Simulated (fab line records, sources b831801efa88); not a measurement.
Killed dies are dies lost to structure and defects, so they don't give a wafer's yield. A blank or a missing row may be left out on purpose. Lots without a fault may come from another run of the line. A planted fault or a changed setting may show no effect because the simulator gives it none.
Which tool did it? | flow sky130 | 14 lots, 42 wafers sampled, at 2 steps of a route of 708

WHAT THE GAUGES READ, wafer by wafer
SKY_CAPM_THK_MEAS_04: measures by xrf. Usual: CAPM_TIN_THK 199 nm, standard deviation 3.
lot  | measured     | on            | CAPM_TIN_THK (nm) | flag
L712 | day 36 12:46 | film_metro-04 | 198 198 199       |
L713 | day 36 14:34 | film_metro-03 | 199 195 195       |
L715 | day 37 13:11 | film_metro-03 | 195 201 196       |
L716 | day 37 22:08 | film_metro-04 | 198 198 201       |
L718 | day 38 20:05 | film_metro-03 | 204 201 199       |
L719 | day 38 20:45 | film_metro-03 | 201 202 196       |
L720 | day 39 04:54 | film_metro-03 | 203 197 201       |
L721 | day 39 18:21 | film_metro-03 | 202 199 201       |
L722 | day 39 20:35 | film_metro-03 | 202 203 203       |
L723 | day 40 05:55 | film_metro-03 | 199 198 194       |
L728 | day 41 20:44 | film_metro-03 | 200 193 198       |
L731 | day 42 03:52 | film_metro-01 | 198 202 198       |
L730 | day 42 04:16 | film_metro-04 | 199 199 195       |
L734 | day 42 23:31 | film_metro-04 | 199 201 201       |

WHICH TOOL RAN EACH LOT (tool, then ch and the chambers of the sampled wafers, then the start)
lot  | SKY_METAL3_SPUTTER_00
L712 | pvd_sputter-02, day 36 12:18
L713 | pvd_sputter-01, day 36 14:05
L715 | pvd_sputter-03, day 37 12:43
L716 | pvd_sputter-03, day 37 21:40
L718 | pvd_sputter-03, day 38 19:36
L719 | pvd_sputter-02, day 38 20:16
L720 | pvd_sputter-03, day 39 04:26
L721 | pvd_sputter-01, day 39 17:53
L722 | pvd_sputter-01, day 39 20:07
L723 | pvd_sputter-01, day 40 05:26
L728 | pvd_sputter-02, day 41 20:14
L731 | pvd_sputter-02, day 42 03:23
L730 | pvd_sputter-01, day 42 03:47
L734 | pvd_sputter-03, day 42 22:59
- SKY_METAL3_SPUTTER_00: material Ti, target thk 15 nm, time 10 s.

WHAT THE TOOLS THEMSELVES READ (means of the sampled wafers that have a number; where no wafer has one, the mark that the record gives instead)
SKY_METAL3_SPUTTER_00. Usual: throttle_valve_pct 29.6 %, standard deviation 1.2.
lot  | tool           | throttle_valve_pct (%) | flag
L712 | pvd_sputter-02 | 29.1                   |
L713 | pvd_sputter-01 | 30.5                   |
L715 | pvd_sputter-03 | 29.9                   |
L716 | pvd_sputter-03 | 29.3                   |
L718 | pvd_sputter-03 | 29.1                   |
L719 | pvd_sputter-02 | 29.3                   |
L720 | pvd_sputter-03 | 29.3                   |
L721 | pvd_sputter-01 | 30.7                   |
L722 | pvd_sputter-01 | 29.7                   |
L723 | pvd_sputter-01 | 29.9                   |
L728 | pvd_sputter-02 | 29.7                   |
L731 | pvd_sputter-02 | 29.1                   |
L730 | pvd_sputter-01 | 30.4                   |
L734 | pvd_sputter-03 | 29.1                   |

THE ANSWER, worked out from the rows above alone
Rule: a lot is off if the mean of its wafers that have a number lies more than 3 standard deviations from the usual mean. A lot without any number at a reading at which 4 lots or more have one is off too. The other lots that the step has rows for count as sound. The gauges are gone through in route order, then the tools' own readings, and for those a lot's mean is taken as printed above. The first step at which some lot is off is used, and at that step the reading that is off furthest; a lot without a number counts as furthest.
No lot is off at any reading shown: from this, nothing can be told.

WHAT THE SIMULATOR HAD PUT IN
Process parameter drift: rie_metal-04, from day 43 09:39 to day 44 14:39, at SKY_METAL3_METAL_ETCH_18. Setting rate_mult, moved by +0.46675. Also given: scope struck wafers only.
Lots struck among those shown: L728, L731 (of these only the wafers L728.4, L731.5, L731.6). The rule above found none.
